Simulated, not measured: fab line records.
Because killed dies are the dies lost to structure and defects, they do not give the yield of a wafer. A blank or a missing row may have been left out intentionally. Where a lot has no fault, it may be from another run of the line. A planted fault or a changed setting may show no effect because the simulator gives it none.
A struck lot beside a sound one + flow gf180mcu + 17 steps out of a route of 602
Sound: the wafers L486.1, L486.4, L486.6. Struck: wafers L506.4, L506.5. (L506.2 of the same lot was not struck and is left out.) The cause comes at the end.
Per side, at each step with rows, come the tool, then ch with its chambers, and then its first start. Under that, the readings that differ: sound wafers + struck wafers + difference of the means + sigmas: that difference in standard deviations of wafers without a fault.
alike: a reading whose means differ by less than 2 such deviations, as well as words and numbers matching on both sides. not compared: withheld readings; readings where some wafer has no value; bounds like >300 that might hide an equal value; numbers whose values overlap and for which the record gives no deviation.
Wherever a step has rows on one side only, a row that says differs or no value, or a row with sigmas, the two part there. Non-overlapping numbers with no deviation appear without sigmas and do not part them. A reading missing from all wafers of one side parts the sides only when that side holds two or more wafers.

first, 3 steps without rows for these wafers: GF_V2_EXPOSE_11 (exposes mask Via2, target cd 260 nm); GF_V2_PEB_12 (peb time 90 s); GF_V2_DEVELOP_13 (develop time 60 s).
GF_V2_CD_MEAS_14: the cd target is 260 nm.
  sound: cd_sem-01 at day 20 06:53; struck: cd_sem-02 at day 27 09:03
  alike: cd_nm
GF_V2_OVL_MEAS_15:
  sound: overlay-01 at day 20 07:00; struck: overlay-02 at day 27 09:09
  alike: V2_OVL
GF_V2_ETCH_16: etches BARC in N2/H2.
  sound on rie_diel-04 ch 0,2,3, day 20 07:02; struck on rie_diel-03 ch 0,2, day 27 09:11
  alike: drypump_motor_current_A, h2_flow_sccm, oes_product_au, throttle_valve_pct
GF_V2_ETCH_17: etches SiO2 in C4F8/O2/Ar, stops on TiN, target depth 630 nm.
  sound: rie_diel-04 ch 0,2,3; struck: rie_diel-03 ch 0,2
  alike: oes_product_au
GF_V2_STRIP_18: strips in O2/N2.
  sound on plasma_asher-04 ch 0,1, day 20 07:10; struck on plasma_asher-03 ch 0,1, day 27 09:19
| reading                     | sound       | struck  | difference | sigmas |
|-----------------------------|-------------|---------|------------|--------|
| drypump_motor_current_A (A) | 5.5 6.6 6.6 | 5.5 5.5 | -0.7       | -2     |
  alike: heater_power_w, o2_flow_sccm, oes_product_au
  not compared: rf_hours_counter_h
then, 2 steps without rows for these wafers: GF_V2_STRIP_19 (strips in post etch residue remover, time 1200 s); GF_V2_CLEAN_20 (cleans in DIW).
GF_V2_SPUTTER_21: material Ti, target thk 15 nm, time 80.02 s.
  sound: pvd_sputter-02 at day 20 07:42; struck: pvd_sputter-04 at day 27 09:50
  alike: substrate_temp_c, throttle_valve_pct
GF_V2_SPUTTER_22: material TiN, target thk 10 nm, time 40 s.
  sound: pvd_sputter-02 at day 20 07:46; struck: pvd_sputter-04 at day 27 09:55
  alike: throttle_valve_pct
GF_V2_CVD_23: deposits W, target thk 350 nm, time 104.94 s.
  sound on cvd_w-01 ch 0,1, day 20 07:48; struck on cvd_w-01 ch 0, day 27 09:56
| reading                          | sound                | struck        | difference | sigmas |
|----------------------------------|----------------------|---------------|------------|--------|
| heater_power_outer_w (W)         | 460 495 493          | 455 456       | -27        | -2     |
| susceptor_temp_C (C)             | 400.13 399.89 400.29 | 397.08 397.09 | -3.02      | -12    |
| model.W_of_V2_CVD_23.thk_nm (nm) | 354.1 354.3 355.2    | 325.1 330.4   | -26.8      |        |
  alike: heater_power_w
GF_V2_RS_MEAS_24: a four-point-probe measurement.
  sound: film_metro-01 at day 20 07:55; struck: film_metro-04 at day 27 10:05
| reading          | sound             | struck      | difference | sigmas |
|------------------|-------------------|-------------|------------|--------|
| V2_W_RS (ohm/sq) | 0.324 0.323 0.323 | 0.352 0.347 | +0.026     | +7     |
GF_V2_THK_MEAS_25: measures by xrf.
  sound: film_metro-01 at day 20 08:02; struck: film_metro-04 at day 27 10:11
| reading       | sound       | struck  | difference | sigmas |
|---------------|-------------|---------|------------|--------|
| V2_W_THK (nm) | 361 361 361 | 326 330 | -33        | -6     |
then, 1 step without rows for these wafers: GF_V2_CMP_26 (polishes, stops on SiO2, t overpolish 15 s, target thk 0 nm).
GF_PASSIVATION_PROBE_99:
  rows exist in the record for the sound wafers here (prober-02, day 29 00:14), none for the struck ones

## WHERE THEY PART
Last at GF_PASSIVATION_PROBE_99 as far as this record goes, first at GF_V2_STRIP_18.

WHY: what had been put in by the simulator
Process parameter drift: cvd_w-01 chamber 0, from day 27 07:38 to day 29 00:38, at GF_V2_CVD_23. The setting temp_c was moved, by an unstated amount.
